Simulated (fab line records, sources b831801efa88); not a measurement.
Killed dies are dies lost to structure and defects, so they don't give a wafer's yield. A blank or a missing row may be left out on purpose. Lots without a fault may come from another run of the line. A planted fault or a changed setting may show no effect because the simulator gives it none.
Which tool did it? | flow sky130 | 11 lots, 33 wafers sampled, at 1 step of a route of 708

WHAT THE GAUGES READ, wafer by wafer
SKY_VIA2_THK_MEAS_01.
lot  | measured     | on            | VIA2_HDPCVD_THK (nm)
L993 | day 35 11:59 | film_metro-01 | 1166 1186 1167
L994 | day 35 20:05 | film_metro-04 | 1185 1175 1174
L995 | day 36 05:08 | film_metro-03 | 1188 1172 1182
L100 | day 38 09:13 | film_metro-03 | 1169 1162 1164
L101 | day 38 16:22 | film_metro-01 | 1161 1149 1150
L102 | day 38 20:09 | film_metro-03 | 1190 1186 1190
L105 | day 39 18:23 | film_metro-04 | 1168 1166 1170
L106 | day 39 21:07 | film_metro-01 | 1178 1189 1179
L111 | day 41 09:05 | film_metro-04 | 1177 1196 1196
L112 | day 41 10:50 | film_metro-03 | 1173 1165 1170
L115 | day 42 07:53 | film_metro-03 | 1179 1187 1177

WHICH TOOL RAN EACH LOT (tool, then ch and the chambers of the sampled wafers, then the start)
The record holds no process step before these readings.

THE ANSWER, worked out from the rows above alone
Rule: what is usual is taken from the lots themselves. Put in order of their means at a reading, lots are off if they are a third of the lots or fewer, leave a main group of 4 or more, and stand apart from it by a gap of 3 or more times the standard deviation of the main group's means; of several such gaps the widest counts. A main group whose means are all the same, to the digits that the tables above print for the reading, isn't used. A lot without any number at a reading at which 4 lots or more have one is off too. The other lots that the step has rows for count as sound.
No lot is off at any reading shown: from this, nothing can be told.

WHAT THE SIMULATOR HAD PUT IN
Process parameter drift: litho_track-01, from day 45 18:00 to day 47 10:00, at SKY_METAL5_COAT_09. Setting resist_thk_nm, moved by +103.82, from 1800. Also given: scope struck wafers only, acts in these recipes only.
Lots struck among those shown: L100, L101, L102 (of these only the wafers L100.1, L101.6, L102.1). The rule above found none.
